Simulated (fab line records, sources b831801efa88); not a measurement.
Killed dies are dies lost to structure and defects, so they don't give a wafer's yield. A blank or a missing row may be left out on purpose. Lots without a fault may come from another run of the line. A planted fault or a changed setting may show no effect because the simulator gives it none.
fab line records | flow sky130
record lots=7 wafers=21 last_day=50
route steps=708 shown VT_ADJUST_PCH@148 SONOS_TUNNEL@154 PAD_OPEN@708
lots that met no fault: from a run of the same line without faults
start_h: hours from the record's first day to the start of the lot's first wafer shown | wait_h: hours since the lot's step before | " the same as in the row above | L1.1+2: a row that stands for several wafers | - no value, or no start given | * or withheld: withheld | < > ~ a bound
route shown NAME@n: a module of which the file shows steps, and the number in the route of the first | usual: mean/standard deviation of fault-free wafers | same: alike in all rows | chamber/n: place in a boat | sites: the reading at each site | _std_site: their standard deviation | _edge_site: outer sites' mean less inner sites' | radius_mm: how far each site lies from the wafer's centre | mask NAME#n: copy n | behind: the tool/chamber that last shaped the wafer | hold: why the lot was held/for how many hours/how that ended | device: the transistor (n, p or np) that didn't switch | end of line: the same wafers' tests at the end of the route | a step without rows: its recipe alone | killed: dies lost to structure and defects at the first sort, not the wafer's yield | map: a wafer's dies, x killed, . not, _ none there
set.NAME: the setting as run; set.NAME@STEP: as run at that earlier step | model.NAME: the simulator's own value behind a step, which no gauge read
lots at some steps of the route; a table a step, a row a wafer
services: from which hour (start_h, from the record's first day; less than 0 if before it) a tool's chamber was out of use, for how many hours, and why
## steps
# step SKY_VT_ADJUST_PCH_PEB_05
# recipe temp_c=115 time_s=withheld
# step SKY_VT_ADJUST_PCH_DEVELOP_06
# recipe wall_angle_deg=90 developer=TMAH develop_time_s=60 dev_temp_c=23
# step SKY_VT_ADJUST_PCH_OVL_MEAS_07
# usual VT_ADJUST_PCH_OVL=0.5/1.4
# columns lot.wafer tool chamber start_h wait_h VT_ADJUST_PCH_OVL[nm]
L571.1 overlay-01 - 234.87 - 2.4
L571.2 " - " " 2.8
L571.4 " - " " 3.3
L574.1 overlay-01 - 258.73 - 1.8
L574.3 " - " " 2.1
L574.4 " - " " 2.8
L580.1 overlay-02 - 300.17 - 0.4
L580.3 " - " " -0.8
L580.4 " - " " -1.2
L579.2 overlay-01 - 304.05 - 0.4
L579.4 " - " " 0.7
L579.5 " - " " 2.0
L581.2 overlay-02 - 307.13 - 0.4
L581.3 " - " " 1.5
L581.5 " - " " 1.4
L587.1 overlay-01 - 359.68 - 1.2
L587.2 " - " " 0.6
L587.3 " - " " 0.9
L593.1 overlay-01 - 402.48 - 1.6
L593.4 " - " " 1.6
L593.5 " - " " 0.3
# step SKY_VT_ADJUST_PCH_IMPLANT_08
# recipe species=B energy_kev=10 dose_cm2=5e+11 tilt_deg=withheld
# step SKY_VT_ADJUST_PCH_STRIP_09
# recipe chemistry=O2/N2 power_w=1400 pressure_mtorr=1500 platen_temp_c=withheld o2_flow_sccm=3000 n2_flow_sccm=300 overash_fraction=0.5
# usual drypump_motor_current_A=5.6/0.61 n2_flow_sccm=300.0/0.81 oes_product_au=0.723/0.0049 strip_time_to_endpoint_s=37.00/0.091
# columns lot.wafer tool chamber start_h wait_h drypump_motor_current_A n2_flow_sccm oes_product_au rf_hours_counter_h strip_time_to_endpoint_s
L571.1 plasma_asher-02 0 235.06 0.1 6.8 299.6 0.725 48 36.98
L571.2 " 1 " " 5.3 300.4 0.722 48 37.14
L571.4 " 1 " " 5.3 301.8 0.721 - 36.95
L574.1 plasma_asher-01 0 258.92 0.1 4.9 299.9 0.720 61 36.98
L574.3 " 1 " " 5.6 299.7 0.731 - 37.06
L574.4 " 0 " " 4.9 299.5 0.726 - 36.94
L580.1 plasma_asher-01 0 300.35 0.1 4.9 299.1 0.726 65 37.10
L580.3 " 0 " " 4.9 300.9 0.714 - 37.02
L580.4 " 1 " " 5.7 299.1 0.728 - 37.00
L579.2 plasma_asher-02 1 304.23 0.1 5.3 301.1 0.719 55 37.10
L579.4 " 0 " " 6.8 300.0 0.717 - 37.00
L579.5 " 0 " " 6.7 299.8 0.714 - 37.10
L581.2 plasma_asher-02 1 307.31 0.1 5.3 299.4 0.728 55 36.97
L581.3 " 1 " " 5.3 300.7 0.721 - 36.98
L581.5 " 0 " " 6.8 300.1 0.719 - 36.85
L587.1 plasma_asher-03 0 359.87 0.1 5.0 298.8 0.721 25 36.97
L587.2 " 1 " " 5.9 301.0 0.734 25 37.02
L587.3 " 1 " " 5.9 298.7 0.718 - 37.03
L593.1 plasma_asher-01 0 402.67 0.1 4.9 299.8 0.721 73 37.01
L593.4 " 0 " " 4.9 301.9 0.720 - 36.81
L593.5 " 1 " " 5.7 298.9 0.723 - 37.01
# step SKY_VT_ADJUST_PCH_TW_MEAS_10
# usual VT_ADJUST_PCH_TW=142.7/1.5
# columns lot.wafer tool chamber start_h wait_h VT_ADJUST_PCH_TW
L571.1 film_metro-01 - 235.16 0.1 142.5
L571.2 " - " " 142.5
L571.4 " - " " 142.9
L574.1 film_metro-03 - 259.02 0.1 141.5
L574.3 " - " " 141.2
L574.4 " - " " 141.1
L580.1 film_metro-04 - 300.45 0.1 145.0
L580.3 " - " " 145.4
L580.4 " - " " 144.8
L579.2 film_metro-03 - 304.34 0.1 141.0
L579.4 " - " " 141.6
L579.5 " - " " 140.4
L581.2 film_metro-03 - 307.42 0.1 142.0
L581.3 " - " " 142.3
L581.5 " - " " 141.8
L587.1 film_metro-04 - 359.97 0.1 145.6
L587.2 " - " " 144.8
L587.3 " - " " 145.4
L593.1 film_metro-01 - 402.77 0.1 142.9
L593.4 " - " " 143.4
L593.5 " - " " 143.0
# step SKY_SONOS_TUNNEL_DEHYDRATE_00
# recipe temp_c=200 time_s=60
# step SKY_SONOS_TUNNEL_HMDS_01
# recipe prime_time_s=60 prime_temp_c=120
# step SKY_SONOS_TUNNEL_COAT_02
# recipe resist=NOVOLAK spin_rpm=3000 resist_thk_nm=1140
# step SKY_SONOS_TUNNEL_SOFTBAKE_03
# recipe temp_c=90 time_s=60 resist=NOVOLAK
# step SKY_SONOS_TUNNEL_EXPOSE_04
# recipe mask_id=TUNM na=0.6 source_shape=conventional sigma_outer=0.6 polarization=unpolarized target_cd_nm=410 dose_mj=136
# step SKY_SONOS_TUNNEL_PEB_05
# recipe temp_c=withheld time_s=* resist=NOVOLAK
# step SKY_SONOS_TUNNEL_DEVELOP_06
# recipe resist=NOVOLAK developer=TMAH develop_time_s=58.11 dev_temp_c=23
# usual developer_temp_C=23.01/0.1 resist_line_temp_C=23.00/0.11
# same develop_time_s=58.11
# columns lot.wafer tool chamber start_h wait_h developer_temp_C resist_line_temp_C model.SONOS_TUNNEL.cd_nm
L571.1 litho_track-02 0 258.73 0.1 23.03 23.08 415.5
L571.2 " 0 " " 23.00 23.00 411.7
L571.4 " 0 " " 23.12 22.97 412
L574.1 litho_track-03 0 283.32 0.1 22.93 23.06 413.2
L574.3 " 0 " " 23.03 23.02 412.1
L574.4 " 0 " " 22.95 23.07 413.8
L580.1 litho_track-03 0 325.97 0.1 20.60 22.91 416.7
L580.3 " 0 " " 20.61 23.09 414.8
L580.4 " 0 " " 20.59 23.03 415.9
L579.2 litho_track-03 0 330.49 0.1 20.61 23.09 414.8
L579.4 " 0 " " 20.63 23.10 414.3
L579.5 " 0 " " 20.74 23.00 414
L581.2 litho_track-03 0 333.49 0.1 20.87 23.11 415.8
L581.3 " 0 " " 20.83 22.97 416.4
L581.5 " 0 " " 20.79 23.08 414.3
L587.1 litho_track-02 0 388.27 0.1 22.91 22.99 411.8
L587.2 " 0 " " 22.92 23.16 411.7
L587.3 " 0 " " 23.02 23.11 411.1
L593.1 litho_track-04 0 431.57 0.1 22.96 22.91 408.4
L593.4 " 0 " " 22.94 22.80 409.9
L593.5 " 0 " " 22.98 22.92 410.2
# step SKY_SONOS_TUNNEL_CD_MEAS_07
# recipe target_cd_nm=410
# usual cd_nm=410.3/2.1
# columns lot.wafer tool chamber start_h wait_h cd_nm
L571.1 cd_sem-02 - 258.88 0.1 415.6
L571.2 " - " " 411.3
L571.4 " - " " 411.9
L574.1 cd_sem-01 - 283.47 0.1 413.3
L574.3 " - " " 412.2
L574.4 " - " " 414.1
L580.1 cd_sem-01 - 326.12 0.1 416.5
L580.3 " - " " 415.1
L580.4 " - " " 415.7
L579.2 cd_sem-01 - 330.64 0.1 414.4
L579.4 " - " " 414.3
L579.5 " - " " 414.4
L581.2 cd_sem-01 - 333.64 0.1 415.8
L581.3 " - " " 416.4
L581.5 " - " " 414.0
L587.1 cd_sem-01 - 388.42 0.1 411.8
L587.2 " - " " 411.4
L587.3 " - " " 411.5
L593.1 cd_sem-01 - 431.72 0.1 408.4
L593.4 " - " " 410.0
L593.5 " - " " 410.2
# step SKY_PAD_OPEN_PROBE_99
# usual killed_at_M0_to_M3=43/7.2 killed_at_M4_up=3.5/2 killed_at_contacts=24/5.2 killed_at_front_end=15/4.4 killed_at_other=0.2/0.48 killed_dies=85/9.4 killed_on_rim=16/3.7 killed_open=46/7.3 killed_short=39/6.1
# same gross_dies=492 killed_at_back_side=0
# columns lot.wafer tool chamber start_h wait_h killed_at_M0_to_M3 killed_at_M4_up killed_at_contacts killed_at_front_end killed_at_other killed_dies killed_on_rim killed_open killed_short
L571.1 prober-01 - 1081.34 0.1 53 7 24 11 0 95 18 50 45
L571.2 prober-01 - 1081.39 0.1 40 5 23 12 1 81 13 40 41
L571.4 prober-01 - 1081.49 0.2 37 3 24 14 0 78 17 43 35
L581.2 prober-02 - 1127.20 0.1 48 7 21 10 0 86 16 39 47
L581.3 prober-02 - 1127.25 0.2 39 3 18 12 0 72 8 43 29
L581.5 prober-02 - 1127.35 0.2 28 2 17 21 0 68 10 34 34
L580.1 prober-02 - 1136.24 0.1 39 3 25 8 0 75 10 38 37
L580.3 prober-02 - 1136.34 0.2 58 2 22 21 0 103 21 59 38
L580.4 prober-02 - 1136.39 0.2 48 2 18 10 0 78 13 49 29
L587.1 prober-02 - 1169.61 0.1 35 3 18 15 0 71 8 38 33
L587.2 prober-02 - 1169.66 0.1 47 4 25 17 0 93 22 54 39
L587.3 prober-02 - 1169.71 0.2 52 4 21 20 0 97 16 54 43
# killed by level:class
L571.1 VIA1:geometric_particle:open=11 CONTACT:geometric_particle:open=10 METAL1:geometric_particle:short=10 VIA3:geometric_particle:open=7 VIA2:geometric_particle:open=7 LOCAL_INTERCONNECT:geometric_particle:short=5 METAL4:geometric_particle:short=5 FIELD_ISO:geometric_particle:short=4
L571.2 CONTACT:geometric_particle:open=12 METAL1:geometric_particle:short=9 VIA1:geometric_particle:short=9 VIA3:geometric_particle:open=7 VIA1:geometric_particle:open=6 LI_CONTACT:geometric_particle:open=5 FIELD_ISO:geometric_particle:short=4 METAL4:geometric_particle:short=4
L571.4 LI_CONTACT:geometric_particle:open=9 VIA1:geometric_particle:open=9 CONTACT:geometric_particle:open=8 VIA3:geometric_particle:open=6 METAL2:geometric_particle:short=5 VIA1:geometric_particle:short=5 LOCAL_INTERCONNECT:geometric_particle:short=5 FIELD_ISO:geometric_particle:open=4
L581.2 VIA2:geometric_particle:open=12 METAL2:geometric_particle:short=9 VIA1:geometric_particle:open=7 CONTACT:geometric_particle:open=6 METAL4:geometric_particle:short=6 LOCAL_INTERCONNECT:geometric_particle:short=5 VIA1:geometric_particle:short=5 METAL1:geometric_particle:short=4
L581.3 VIA1:geometric_particle:open=12 CONTACT:geometric_particle:open=8 METAL1:geometric_particle:short=5 POLY_GATE:geometric_particle:open=4 METAL2:geometric_particle:short=4 LI_CONTACT:geometric_particle:open=4 VIA1:geometric_particle:short=4 FIELD_ISO:geometric_particle:open=3
L581.5 CONTACT:geometric_particle:open=9 FIELD_ISO:geometric_particle:open=8 POLY_GATE:geometric_particle:short=6 METAL1:geometric_particle:short=4 VIA1:geometric_particle:open=4 METAL2:geometric_particle:short=4 SPACER:geometric_particle:short=3 CONTACT:geometric_particle:short=3
L580.1 CONTACT:geometric_particle:open=10 VIA3:geometric_particle:open=8 METAL1:geometric_particle:short=5 CONTACT:geometric_particle:short=5 VIA1:geometric_particle:open=5 METAL2:geometric_particle:short=5 LI_CONTACT:geometric_particle:open=4 VIA3:geometric_particle:short=4
L580.3 VIA1:geometric_particle:open=18 CONTACT:geometric_particle:short=6 CONTACT:geometric_particle:open=6 VIA3:geometric_particle:open=6 FIELD_ISO:area_etch=6 LI_CONTACT:geometric_particle:open=5 METAL1:geometric_particle:open=5 METAL1:geometric_particle:short=5
L580.4 VIA1:geometric_particle:open=14 VIA2:geometric_particle:open=8 CONTACT:geometric_particle:open=8 VIA3:geometric_particle:open=7 LOCAL_INTERCONNECT:geometric_particle:short=5 METAL2:geometric_particle:short=5 POLY_GATE:geometric_particle:open=4 VIA3:geometric_particle:short=4
L587.1 VIA1:geometric_particle:open=9 CONTACT:geometric_particle:short=6 CONTACT:geometric_particle:open=6 VIA1:geometric_particle:short=6 VIA3:geometric_particle:open=6 METAL2:geometric_particle:short=5 FIELD_ISO:geometric_particle:open=4 LOCAL_INTERCONNECT:geometric_particle:short=4
L587.2 VIA1:geometric_particle:short=11 VIA1:geometric_particle:open=11 VIA3:geometric_particle:open=10 LI_CONTACT:geometric_particle:open=8 CONTACT:geometric_particle:open=6 POLY_GATE:geometric_particle:open=5 CONTACT:geometric_particle:short=5 VIA3:geometric_particle:short=4
L587.3 VIA1:geometric_particle:open=18 LI_CONTACT:geometric_particle:open=8 VIA3:geometric_particle:open=7 CONTACT:geometric_particle:open=6 VIA2:geometric_particle:open=6 FIELD_ISO:geometric_particle:open=5 FIELD_ISO:geometric_particle:short=5 CONTACT:geometric_particle:short=5
## services
# columns tool chamber start_h hours kind
plasma_asher-02 - 230.92 0.4 repair
litho_track-03 - 304.95 - consumable_replace:filter
plasma_asher-01 - 321.26 1.2 repair
plasma_asher-01 - 325.46 14.6 pm
plasma_asher-02 - 353.17 1.4 repair
plasma_asher-02 - 421.25 9.0 pm
plasma_asher-02 0 421.25 9.0 vent_cycle
plasma_asher-02 1 421.25 9.0 vent_cycle
plasma_asher-02 0 430.25 - clean
plasma_asher-02 1 430.25 - clean
## key
first_sign step=SKY_SONOS_TUNNEL_DEVELOP_06 reading=developer_temp_C direction=down sigmas=23 usual=* struck=*
effect step=SKY_SONOS_TUNNEL_CD_MEAS_07 reading=cd_nm direction=up sigmas=2.3 usual=410.3 struck=415.2
model_effect step=SKY_SONOS_TUNNEL_DEVELOP_06 value=SONOS_TUNNEL.cd_nm without=408.6 struck=415.2
met_at SKY_SONOS_TUNNEL_DEVELOP_06
struck_wafers L579.2,L579.4,L579.5,L580.1,L580.3,L580.4,L581.2,L581.3,L581.5
tester_left_out L579,L580,L581
onset_between 283.32 325.97
fault kind=process_parameter_drift tool=litho_track-03 chamber=- onset_h=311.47 steps=SKY_SONOS_TUNNEL_DEVELOP_06 channel=dev_temp_c offset=* shape=step end_h=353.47 acts_in=* stated=*
# tester_left_out: of these lots the tester's yield and bins aren't shown, on N5 and GAA mostly nor the transistor test; their killed dies are dies lost to structure and defects alone, not to doping, threshold or leakage, so they don't give the yield
